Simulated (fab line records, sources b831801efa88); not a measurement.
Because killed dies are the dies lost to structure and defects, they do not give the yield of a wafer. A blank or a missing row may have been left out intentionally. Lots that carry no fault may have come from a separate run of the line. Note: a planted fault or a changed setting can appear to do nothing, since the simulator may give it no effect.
Which of the tools did it? || flow sky130 || 12 lots (36 wafers sampled), 1 step of a 708-step route

WHAT THE GAUGES SHOWED, per wafer
SKY_LOCAL_INTERCONNECT_CD_MEAS_11: the cd target is 170 nm.
{"lot": "L394", "measured": "day 30 14:19", "on": "cd-sem-02", "cd-nm (nm)": "170.4 170.6 170.4"}
{"lot": "L395", "measured": "day 31 08:17", "on": "cd-sem-02", "cd-nm (nm)": "166.7 167.5 166.7"}
{"lot": "L398", "measured": "day 31 23:04", "on": "cd-sem-02", "cd-nm (nm)": "167.9 167.3 169.0"}
{"lot": "L401", "measured": "day 33 10:59", "on": "cd-sem-02", "cd-nm (nm)": "171.0 169.3 169.9"}
{"lot": "L400", "measured": "day 33 12:31", "on": "cd-sem-01", "cd-nm (nm)": "168.4 167.7 168.5"}
{"lot": "L402", "measured": "day 33 15:13", "on": "cd-sem-01", "cd-nm (nm)": "168.0 167.5 166.6"}
{"lot": "L403", "measured": "day 33 18:28", "on": "cd-sem-02", "cd-nm (nm)": "170.4 170.3 168.5"}
{"lot": "L405", "measured": "day 34 06:32", "on": "cd-sem-02", "cd-nm (nm)": "168.4 168.8 169.5"}
{"lot": "L411", "measured": "day 36 07:43", "on": "cd-sem-02", "cd-nm (nm)": "169.5 170.7 170.1"}
{"lot": "L413", "measured": "day 36 14:14", "on": "cd-sem-02", "cd-nm (nm)": "169.3 170.2 169.1"}
{"lot": "L415", "measured": "day 37 06:26", "on": "cd-sem-01", "cd-nm (nm)": "171.6 170.1 170.3"}
{"lot": "L416", "measured": "day 37 12:28", "on": "cd-sem-01", "cd-nm (nm)": "168.4 169.9 171.6"}

TOOL THAT RAN EACH LOT (tool first, then ch and the chambers of the sampled wafers, then the start)
Before these readings, the record contains no process step.

WHAT THE TOOLS THEMSELVES READ (means of the sampled wafers that have a number; where no wafer has one, the mark that the record gives instead)
The record holds no such reading with a usual standard deviation.

THE ANSWER, worked out from the rows above alone
Rule: the usual values come from the lots themselves. The widest of any qualifying gaps counts: lots, ordered by their means at a reading, are off when they make up no more than a third of the lots, leave a main group of 4 or more, and stand apart from it by 3 or more times the standard deviation of that group's means. The tables above print the reading to a certain number of digits; a main group whose means all agree to those digits is not used. A lot without any number at a reading at which 4 lots or more have one is off too. Where the step has rows for the other lots, those lots are counted as sound. First the gauges in route order, then the tools' own readings, where a lot's mean is used as printed above. The first step at which some lot is off is used, and at that step the reading that is off furthest; a lot without a number counts as furthest.
No lot is off on any of the readings shown, so nothing can be concluded from this.

WHAT THE SIMULATOR PUT IN
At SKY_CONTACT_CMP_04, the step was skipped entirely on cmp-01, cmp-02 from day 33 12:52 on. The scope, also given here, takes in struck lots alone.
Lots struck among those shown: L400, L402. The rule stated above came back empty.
